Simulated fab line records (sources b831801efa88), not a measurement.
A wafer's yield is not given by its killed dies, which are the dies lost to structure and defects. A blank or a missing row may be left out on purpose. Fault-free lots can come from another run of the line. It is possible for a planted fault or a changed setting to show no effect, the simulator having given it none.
Which tool is to blame?    flow gf180mcu    45 wafers from 15 lots sampled at 4 of the route's 602 steps

== WHAT EACH GAUGE READ, for each wafer ==
Not one reading of a measure or inspect step in the record can be checked against a usual standard deviation.

== WHAT TOOL EACH LOT RAN ON (gives the tool, then ch and the chambers of the sampled wafers, and finally the start) ==
lot   GF_V4_ETCH_16                      GF_V4_CMP_26                   GF_MIM_SPUTTER_04            GF_MIM_SPUTTER_07
L656  rieDiel-03 ch 0,1,2, day 24 08:19  cmp-01 ch 0,3, day 24 09:29    pvdSputter-04, day 24 09:58  pvdSputter-02, day 24 10:05
L657  rieDiel-02 ch 0,1,2, day 24 11:52  cmp-02 ch 0,2, day 24 13:01    pvdSputter-01, day 24 13:26  pvdSputter-02, day 24 13:35
L658  rieDiel-03 ch 0,1, day 24 23:08    cmp-02 ch 0,2,3, day 25 00:19  pvdSputter-02, day 25 00:41  pvdSputter-01, day 25 00:49
L659  rieDiel-02 ch 0,1,3, day 25 06:04  cmp-02 ch 0,2,3, day 25 07:11  pvdSputter-01, day 25 07:37  pvdSputter-01, day 25 07:44
L660  rieDiel-04 ch 0,1,2, day 25 16:37  cmp-02 ch 0,2, day 25 17:40    pvdSputter-04, day 25 18:09  pvdSputter-02, day 25 18:17
L661  rieDiel-04 ch 0,1, day 26 07:52    cmp-01 ch 1,2,3, day 26 09:01  pvdSputter-04, day 26 09:23  pvdSputter-01, day 26 09:32
L662  rieDiel-04 ch 0,1,2, day 26 14:10  cmp-02 ch 0,2,3, day 26 15:18  pvdSputter-02, day 26 15:41  pvdSputter-01, day 26 15:50
L663  rieDiel-02 ch 0,1,3, day 26 22:08  cmp-02 ch 0,2,3, day 26 23:35  pvdSputter-02, day 26 23:58  pvdSputter-01, day 27 00:07
L664  rieDiel-04 ch 0,1,3, day 27 04:02  cmp-01 ch 0,1,3, day 27 05:19  pvdSputter-02, day 27 05:38  pvdSputter-01, day 27 05:47
L666  rieDiel-02 ch 0,1,3, day 27 20:17  cmp-01 ch 1,2,3, day 27 21:22  -                            -
L668  rieDiel-03 ch 1,2, day 28 22:23    cmp-01 ch 1,2, day 28 23:29    -                            -
L669  rieDiel-03 ch 0,1,2, day 29 01:38  cmp-01 ch 1,2,3, day 29 02:44  -                            -
L675  rieDiel-04 ch 0,2,3, day 30 07:17  cmp-02 ch 0,2,3, day 30 08:27  pvdSputter-02, day 30 08:50  pvdSputter-04, day 30 08:58
L676  rieDiel-03 ch 0,1,2, day 30 12:56  cmp-02 ch 1,2,3, day 30 14:02  pvdSputter-04, day 30 14:31  pvdSputter-02, day 30 14:40
L678  rieDiel-03 ch 0,1,3, day 31 01:25  cmp-02 ch 0,2, day 31 02:28    pvdSputter-04, day 31 02:57  pvdSputter-02, day 31 03:05
- GF_V4_ETCH_16: etches BARC in N2/H2.
- GF_V4_CMP_26: polishes, stops on SiO2, t overpolish 15 s, target thk 0 nm.
- GF_MIM_SPUTTER_04: material TiN, target thk 50 nm, time 41.7 s.
- GF_MIM_SPUTTER_07: material TiN, target thk 60 nm, time 50 s.

== WHAT THE TOOLS THEMSELVES READ (means of the sampled wafers that have a number; where no wafer has one, the mark that the record gives instead) ==
GF_V4_ETCH_16. Usual: drypumpMotorCurrentA 5.7 A, standard deviation 0.43; oesProductAu 0.856 a.u., standard deviation 0.0045; throttleValvePct 13.225 %, standard deviation 0.0089.
lot   tool        drypumpMotorCurrentA (A)  oesProductAu (a.u.)  throttleValvePct (%)  flag
L656  rieDiel-03  5.3                       0.859                13.223                
L657  rieDiel-02  5.5                       0.853                13.225                
L658  rieDiel-03  5.2                       0.856                13.225                
L659  rieDiel-02  5.8                       0.852                13.227                
L660  rieDiel-04  5.9                       0.856                13.220                
L661  rieDiel-04  5.6                       0.857                13.223                
L662  rieDiel-04  5.8                       0.854                13.228                
L663  rieDiel-02  5.8                       0.852                13.226                
L664  rieDiel-04  5.7                       0.858                13.232                
L666  rieDiel-02  5.8                       0.854                13.225                
L668  rieDiel-03  5.5                       0.859                13.224                
L669  rieDiel-03  5.3                       0.854                13.221                
L675  rieDiel-04  6.0                       0.857                13.230                
L676  rieDiel-03  5.3                       0.857                13.226                
L678  rieDiel-03  5.5                       0.858                13.222                

GF_V4_CMP_26. Usual: edgeZonePressureFrac 1.000, standard deviation 0.0045; motorCurrentA 11.0 A, standard deviation 1.2; overpolishRunS 15.001 s, standard deviation 0.009; timeToEndpointS 85 s, standard deviation 3.2.
lot   tool    edgeZonePressureFrac  motorCurrentA (A)  overpolishRunS (s)  timeToEndpointS (s)  flag
L656  cmp-01  1.001                 10.5               14.998              87                   
L657  cmp-02  0.998                 12.1               15.001              83                   
L658  cmp-02  0.999                 10.4               14.995              85                   
L659  cmp-02  1.001                 11.0               14.999              82                   
L660  cmp-02  1.003                 12.6               15.002              89                   
L661  cmp-01  1.002                 11.1               15.006              87                   
L662  cmp-02  1.004                 10.6               14.997              84                   
L663  cmp-02  1.002                 10.7               15.010              87                   
L664  cmp-01  1.002                 10.8               15.003              85                   
L666  cmp-01  0.998                 11.3               0.043               129                  OFF
L668  cmp-01  0.993                 11.4               0.042               129                  OFF
L669  cmp-01  0.999                 10.8               0.040               129                  OFF
L675  cmp-02  1.005                 10.6               15.005              85                   
L676  cmp-02  1.003                 9.9                15.006              84                   
L678  cmp-02  0.997                 12.1               14.996              86                   

GF_MIM_SPUTTER_04. Usual: throttleValvePct at 30.1 %, with a standard deviation of 1.2.
lot   tool           throttleValvePct (%)  flag
L656  pvdSputter-04  30.2                  
L657  pvdSputter-01  29.3                  
L658  pvdSputter-02  30.9                  
L659  pvdSputter-01  29.2                  
L660  pvdSputter-04  29.9                  
L661  pvdSputter-04  29.3                  
L662  pvdSputter-02  29.9                  
L663  pvdSputter-02  30.6                  
L664  pvdSputter-02  30.3                  
L675  pvdSputter-02  29.2                  
L676  pvdSputter-04  29.7                  
L678  pvdSputter-04  29.8                  

GF_MIM_SPUTTER_07. Usual: throttleValvePct at 30.1 %, with a standard deviation of 1.2.
lot   tool           throttleValvePct (%)  flag
L656  pvdSputter-02  30.9                  
L657  pvdSputter-02  30.9                  
L658  pvdSputter-01  28.9                  
L659  pvdSputter-01  29.2                  
L660  pvdSputter-02  29.7                  
L661  pvdSputter-01  30.4                  
L662  pvdSputter-01  30.6                  
L663  pvdSputter-01  29.9                  
L664  pvdSputter-01  30.0                  
L675  pvdSputter-04  30.7                  
L676  pvdSputter-02  29.9                  
L678  pvdSputter-02  29.9                  

== THE ANSWER, worked out from the rows above alone ==
Rule: lot off if the mean of its wafers having a number is beyond 3 standard deviations from the usual mean. Also off: a lot with no number at a reading for which 4 or more lots have one. The other lots that the step has rows for count as sound. The gauges are gone through in route order, then the tools' own readings, and for those a lot's mean is taken as printed above. At the first step where some lot is off, the reading lying furthest off is the one used; lots without a number count as furthest.
Off at GF_V4_CMP_26 (overpolishRunS): L666, L668, L669.
If a tool, at that step or one of the process steps before it, ran each lot that is off and ran no sound lot following the first of them, it fits. One fits: GF_V4_CMP_26 on cmp-01. A fault onset in the window from L664 (day 27 05:19, its last sound lot) to L666 (day 27 21:22, its first lot off) fits.
The tool's own readings at GF_V4_CMP_26 bear it out: on the lots that are off they differ by more than 5 times the standard deviation of the sound lots' means. overpolishRunS reads 0.042 s there against 15.002 s on the sound lots; timeToEndpointS reads 129 s there against 85 s on the sound lots.

== WHAT HAD BEEN PUT IN BY THE SIMULATOR ==
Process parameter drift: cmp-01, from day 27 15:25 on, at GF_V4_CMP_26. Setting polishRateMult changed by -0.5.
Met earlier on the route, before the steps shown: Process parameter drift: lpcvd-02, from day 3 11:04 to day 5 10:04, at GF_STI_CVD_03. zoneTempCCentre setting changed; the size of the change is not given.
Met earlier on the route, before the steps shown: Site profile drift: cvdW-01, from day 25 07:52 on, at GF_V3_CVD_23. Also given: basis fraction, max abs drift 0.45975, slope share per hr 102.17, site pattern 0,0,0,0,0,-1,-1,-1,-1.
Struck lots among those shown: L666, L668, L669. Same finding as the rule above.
